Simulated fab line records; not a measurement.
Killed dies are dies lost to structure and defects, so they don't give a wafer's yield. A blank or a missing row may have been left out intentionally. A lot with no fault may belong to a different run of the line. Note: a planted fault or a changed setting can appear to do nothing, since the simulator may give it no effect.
2 desks looking at one fault + flow sky130 + each desk holds nothing but its own numbers, with what lay behind them at the end

## THE METROLOGY DESK
Means of the sampled wafers that have a number, per lot and without regard to the tool the lot ran on: this is what the gauges read. If a lot's mean is further than 4 standard deviations from the usual mean, the lot is out of limits and carries the mark OUT (the distance appears in the brackets).
Columns: A = LDD_HVP_OVL at SKY_LDD_HVP_OVL_MEAS_07, usual -0.2 nm; B = LDD_HVP_TW at SKY_LDD_HVP_TW_MEAS_10, usual 458; C = LDD_LDN_OVL at SKY_LDD_LDN_OVL_MEAS_07, usual 0.8 nm; D = LDD_LDN_TW at SKY_LDD_LDN_TW_MEAS_13, usual 1485; E = SPACER_CVD_00_THK at SKY_SPACER_THK_MEAS_01, usual 43.4 nm; F = cd nm at SKY_POLY_CUT_CD_MEAS_08, usual 270.2 nm; G = POLY_CUT_OVL at SKY_POLY_CUT_OVL_MEAS_09, usual 1 nm
| lot  | first seen here | A    | B   | C    | D    | E    | F     | G  |
|------|-----------------|------|-----|------|------|------|-------|----|
| L639 | day 22 18:34    | -1.4 | 462 | 0.9  | 1471 | 43.4 | 267.7 | 3  |
| L641 | day 23 05:49    | -0.6 | 463 | 1.0  | 1473 | 43.2 | 269.8 | -5 |
| L647 | day 25 11:01    | 0.6  | 459 | 2.6  | 1485 | 43.2 | 270.4 | 2  |
| L649 | day 26 02:18    | 1.2  | 451 | 2.1  | 1488 | 43.5 | 270.0 | -5 |
| L652 | day 27 00:33    | -0.0 | 451 | -1.5 | 1466 | 43.2 | 270.4 | 1  |
| L654 | day 27 18:22    | 0.2  | 452 | 3.1  | 1482 | 43.5 | 273.4 | -4 |
This desk's verdict: no lot among the 6 shows anything out of limits.

## THE TOOL OWNER'S DESK: implanter-04
For each lot that ran on this tool, the mean over its sampled wafers that have a number, from the tool's own readings at SKY_LDD_LDN_IMPLANT_08. If a lot's mean is further than 4 standard deviations from the usual mean, the lot is out of limits and carries the mark OUT (the distance appears in the brackets).
Columns: A = end station pressure torr at SKY_LDD_LDN_IMPLANT_08, usual 5.03e-06 Torr
| lot  | first seen here | A        |
|------|-----------------|----------|
| L647 | day 26 15:35    | 4.73e-06 |
| L652 | day 28 06:06    | 5.03e-06 |
| L654 | day 28 23:32    | 4.80e-06 |
This desk's verdict: no lot among the 3 shows anything out of limits.

## TAKEN TOGETHER
Metrology desk: nothing out of limits seen.
The tool owner's desk saw nothing out of limits.

## WHAT HAD BEEN PUT IN BY THE SIMULATOR
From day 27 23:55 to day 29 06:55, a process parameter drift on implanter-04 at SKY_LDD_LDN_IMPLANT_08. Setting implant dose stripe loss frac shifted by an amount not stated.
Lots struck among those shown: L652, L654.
